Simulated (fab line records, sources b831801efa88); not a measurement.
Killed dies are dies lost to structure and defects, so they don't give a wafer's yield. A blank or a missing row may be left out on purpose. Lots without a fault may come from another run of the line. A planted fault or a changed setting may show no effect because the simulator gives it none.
Which tool did it? | flow gf180mcu | 15 lots, 45 wafers sampled, at 6 steps of a route of 602

WHAT THE GAUGES READ, wafer by wafer
GF_M2_RS_MEAS_05: measures by four-point-probe.
lot  | measured     | on            | M2_ALCU_RS (ohm/sq)
L592 | day 18 04:50 | film_metro-02 | 0.0699 0.0700 0.0674
L593 | day 18 07:42 | film_metro-03 | 0.0696 0.0689 0.0695
L594 | day 18 17:27 | film_metro-01 | 0.0693 0.0701 0.0703
L595 | day 19 14:05 | film_metro-03 | 0.0708 0.0702 0.0674
L596 | day 19 23:44 | film_metro-03 | 0.0695 0.0702 0.0694
L598 | day 20 19:05 | film_metro-03 | 0.0685 0.0688 0.0676
L600 | day 21 08:32 | film_metro-03 | 0.0691 0.0701 0.0693
L602 | day 22 05:47 | film_metro-01 | 0.0701 0.0696 0.0695
L606 | day 23 07:28 | film_metro-03 | 0.0708 0.0704 0.0701
L607 | day 23 19:06 | film_metro-01 | 0.0695 0.0719 0.0721
L608 | day 24 01:25 | film_metro-01 | 0.0685 0.0697 0.0692
L609 | day 24 05:01 | film_metro-01 | 0.0687 0.0670 0.0688
L612 | day 25 06:32 | film_metro-01 | 0.0682 0.0703 0.0689
L613 | day 25 12:37 | film_metro-03 | 0.0702 0.0699 0.0701
L614 | day 25 19:59 | film_metro-01 | 0.0689 0.0694 0.0697

GF_V2_CD_MEAS_14: target cd 260 nm.
lot  | measured     | on        | cd_nm (nm)
L592 | day 20 07:13 | cd_sem-02 | 259.5 260.6 259.2
L593 | day 20 09:43 | cd_sem-02 | 261.4 261.3 260.1
L594 | day 20 19:22 | cd_sem-02 | 259.6 258.9 259.3
L595 | day 21 15:04 | cd_sem-02 | 261.2 261.7 262.1
L596 | day 22 00:34 | cd_sem-01 | 259.1 260.6 260.5
L598 | day 22 19:25 | cd_sem-01 | 260.3 260.4 260.9
L600 | day 23 08:36 | cd_sem-01 | 259.8 259.4 257.8
L602 | day 24 04:02 | cd_sem-01 | 256.6 258.0 257.4
L606 | day 25 05:07 | cd_sem-01 | 260.6 260.7 259.6
L607 | day 25 16:04 | cd_sem-02 | 260.6 260.4 259.7
L608 | day 25 23:01 | cd_sem-02 | 261.9 260.9 261.7
L609 | day 26 01:01 | cd_sem-01 | 259.2 258.8 260.0
L612 | day 26 22:07 | cd_sem-01 | 260.3 261.1 260.8
L613 | day 27 05:37 | cd_sem-02 | 259.7 260.3 259.7
L614 | day 27 13:19 | cd_sem-02 | 261.0 261.6 260.9

GF_M3_RS_MEAS_05: measures by four-point-probe.
lot  | measured     | on            | M3_ALCU_RS (ohm/sq)
L592 | day 20 08:57 | film_metro-04 | 0.0697 0.0691 0.0697
L593 | day 20 11:27 | film_metro-01 | 0.0697 0.0692 0.0685
L594 | day 20 21:08 | film_metro-04 | 0.0698 0.0706 0.0694
L595 | day 21 16:49 | film_metro-01 | 0.0703 0.0707 0.0700
L596 | day 22 02:19 | film_metro-04 | 0.0690 0.0678 0.0683
L598 | day 22 21:08 | film_metro-01 | 0.0717 0.0700 0.0706
L600 | day 23 10:20 | film_metro-02 | 0.0701 0.0705 0.0708
L602 | day 24 05:47 | film_metro-04 | 0.0706 0.0704 0.0703
L606 | day 25 06:50 | film_metro-02 | 0.0688 0.0686 0.0706
L607 | day 25 17:50 | film_metro-01 | 7.1697 7.2327 7.1289
L608 | day 26 00:44 | film_metro-01 | 7.1693 7.1229 7.1785
L609 | day 26 02:46 | film_metro-01 | 7.1862 7.1963 7.2510
L612 | day 27 00:02 | film_metro-01 | 0.0676 0.0685 0.0692
L613 | day 27 07:21 | film_metro-04 | 0.0701 0.0686 0.0701
L614 | day 27 15:03 | film_metro-01 | 0.0694 0.0686 0.0689

GF_M3_THK_MEAS_06: measures by xrf.
lot  | measured     | on            | M3_ALCU_THK (nm)
L592 | day 20 09:04 | film_metro-04 | 445 449 446
L593 | day 20 11:34 | film_metro-01 | 448 449 455
L594 | day 20 21:15 | film_metro-04 | 441 438 444
L595 | day 21 16:56 | film_metro-01 | 440 441 443
L596 | day 22 02:26 | film_metro-04 | 448 454 453
L598 | day 22 21:16 | film_metro-01 | 433 444 440
L600 | day 23 10:25 | film_metro-02 | 445 443 441
L602 | day 24 05:54 | film_metro-04 | 436 438 440
L606 | day 25 06:58 | film_metro-02 | 454 454 442
L607 | day 25 17:58 | film_metro-01 | <0 <0 <0
L608 | day 26 00:52 | film_metro-01 | <0 <0 <0
L609 | day 26 02:53 | film_metro-01 | <0 <0 <0
L612 | day 27 00:10 | film_metro-01 | 459 453 451
L613 | day 27 07:28 | film_metro-04 | 440 448 439
L614 | day 27 15:10 | film_metro-01 | 446 450 452

WHICH TOOL RAN EACH LOT (tool, then ch and the chambers of the sampled wafers, then the start)
lot  | GF_M2_STRIP_17                       | GF_M3_SPUTTER_02
L592 | plasma_asher-02 ch 0,1, day 19 05:04 | pvd_sputter-04, day 20 08:52
L593 | plasma_asher-04 ch 0,1, day 19 08:23 | pvd_sputter-01, day 20 11:22
L594 | plasma_asher-03 ch 0,1, day 19 17:53 | pvd_sputter-02, day 20 21:02
L595 | plasma_asher-04 ch 0,1, day 20 14:35 | pvd_sputter-04, day 21 16:43
L596 | plasma_asher-02 ch 0, day 21 00:16   | pvd_sputter-02, day 22 02:14
L598 | plasma_asher-04 ch 0,1, day 21 19:11 | pvd_sputter-01, day 22 21:03
L600 | plasma_asher-02 ch 0,1, day 22 08:34 | pvd_sputter-04, day 23 10:11
L602 | plasma_asher-03 ch 1, day 23 04:26   | pvd_sputter-04, day 24 05:41
L606 | plasma_asher-02 ch 0,1, day 24 06:32 | pvd_sputter-02, day 25 06:45
L607 | plasma_asher-04 ch 0,1, day 24 17:46 | pvd_sputter-02, day 25 17:45
L608 | plasma_asher-02 ch 0,1, day 25 00:08 | pvd_sputter-02, day 26 00:39
L609 | plasma_asher-03 ch 0,1, day 25 02:44 | pvd_sputter-02, day 26 02:41
L612 | plasma_asher-04 ch 0,1, day 26 03:37 | pvd_sputter-02, day 26 23:57
L613 | plasma_asher-04 ch 1, day 26 09:23   | pvd_sputter-02, day 27 07:16
L614 | plasma_asher-02 ch 0,1, day 26 15:08 | pvd_sputter-02, day 27 14:58
- GF_M2_STRIP_17: strips in O2/N2.
- GF_M3_SPUTTER_02: material AlCu, target thk 450 nm, time 23.9 s.

WHAT THE TOOLS THEMSELVES READ (means of the sampled wafers that have a number; where no wafer has one, the mark that the record gives instead)
GF_M2_STRIP_17.
lot  | tool            | drypump_motor_current_A (A) | heater_power_w (W) | oes_product_au (a.u.) | strip_time_to_endpoint_s (s)
L592 | plasma_asher-02 | 6.1                         | 320                | 0.560                 | 7.91
L593 | plasma_asher-04 | 5.5                         | 336                | 0.558                 | 7.93
L594 | plasma_asher-03 | 5.8                         | 356                | 0.556                 | 7.89
L595 | plasma_asher-04 | 5.8                         | 321                | 0.559                 | 7.91
L596 | plasma_asher-02 | 5.8                         | 376                | 0.558                 | 7.93
L598 | plasma_asher-04 | 5.5                         | 329                | 0.557                 | 7.95
L600 | plasma_asher-02 | 6.1                         | 326                | 0.559                 | 7.89
L602 | plasma_asher-03 | 6.0                         | 366                | 0.553                 | 7.83
L606 | plasma_asher-02 | 6.1                         | 322                | 0.563                 | 7.90
L607 | plasma_asher-04 | 5.5                         | 340                | 0.556                 | 7.92
L608 | plasma_asher-02 | 5.9                         | 351                | 0.559                 | 7.90
L609 | plasma_asher-03 | 5.6                         | 340                | 0.553                 | 7.87
L612 | plasma_asher-04 | 5.5                         | 337                | 0.557                 | 7.86
L613 | plasma_asher-04 | 6.0                         | 308                | 0.553                 | 7.89
L614 | plasma_asher-02 | 6.1                         | 325                | 0.558                 | 7.82

GF_M3_SPUTTER_02.
lot  | tool           | cathode_dc_power_W (W) | chamber_pressure_pa (Pa) | throttle_valve_pct (%)
L592 | pvd_sputter-04 | 10598                  | 0.4006                   | 30.3
L593 | pvd_sputter-01 | 10601                  | 0.3993                   | 28.5
L594 | pvd_sputter-02 | 10600                  | 0.3996                   | 30.7
L595 | pvd_sputter-04 | 10600                  | 0.3995                   | 30.4
L596 | pvd_sputter-02 | 10603                  | 0.4001                   | 30.2
L598 | pvd_sputter-01 | 10599                  | 0.4002                   | 29.2
L600 | pvd_sputter-04 | 10600                  | 0.3999                   | 29.2
L602 | pvd_sputter-04 | 10602                  | 0.3996                   | 29.1
L606 | pvd_sputter-02 | 10601                  | 0.3999                   | 30.9
L607 | pvd_sputter-02 | -                      | -                        | -
L608 | pvd_sputter-02 | -                      | -                        | -
L609 | pvd_sputter-02 | -                      | -                        | -
L612 | pvd_sputter-02 | 10601                  | 0.3992                   | 30.9
L613 | pvd_sputter-02 | 10599                  | 0.4002                   | 30.5
L614 | pvd_sputter-02 | 10600                  | 0.3997                   | 30.6

THE ANSWER, worked out from the rows above alone
Rule: what is usual is taken from the lots themselves. Put in order of their means at a reading, lots are off if they are a third of the lots or fewer, leave a main group of 4 or more, and stand apart from it by a gap of 3 or more times the standard deviation of the main group's means; of several such gaps the widest counts. A main group whose means are all the same, to the digits that the tables above print for the reading, isn't used. A lot without any number at a reading at which 4 lots or more have one is off too. The other lots that the step has rows for count as sound. The gauges are gone through in route order, then the tools' own readings, and for those a lot's mean is taken as printed above. The first step at which some lot is off is used, and at that step the reading that is off furthest; a lot without a number counts as furthest.
Off: L607, L608, L609, at GF_M3_RS_MEAS_05 (M3_ALCU_RS). The main group: mean 0.0696 ohm/sq, standard deviation 0.00077.
A tool fits if, at a process step before that reading, it ran every lot that is off, and no sound lot after the first of them. The gauges at GF_M3_RS_MEAS_05 aren't tried: what is off there is off at GF_M3_SPUTTER_02 too, on other tools, and a gauge's error can't cause that. None of those tried fits.

WHAT THE SIMULATOR HAD PUT IN
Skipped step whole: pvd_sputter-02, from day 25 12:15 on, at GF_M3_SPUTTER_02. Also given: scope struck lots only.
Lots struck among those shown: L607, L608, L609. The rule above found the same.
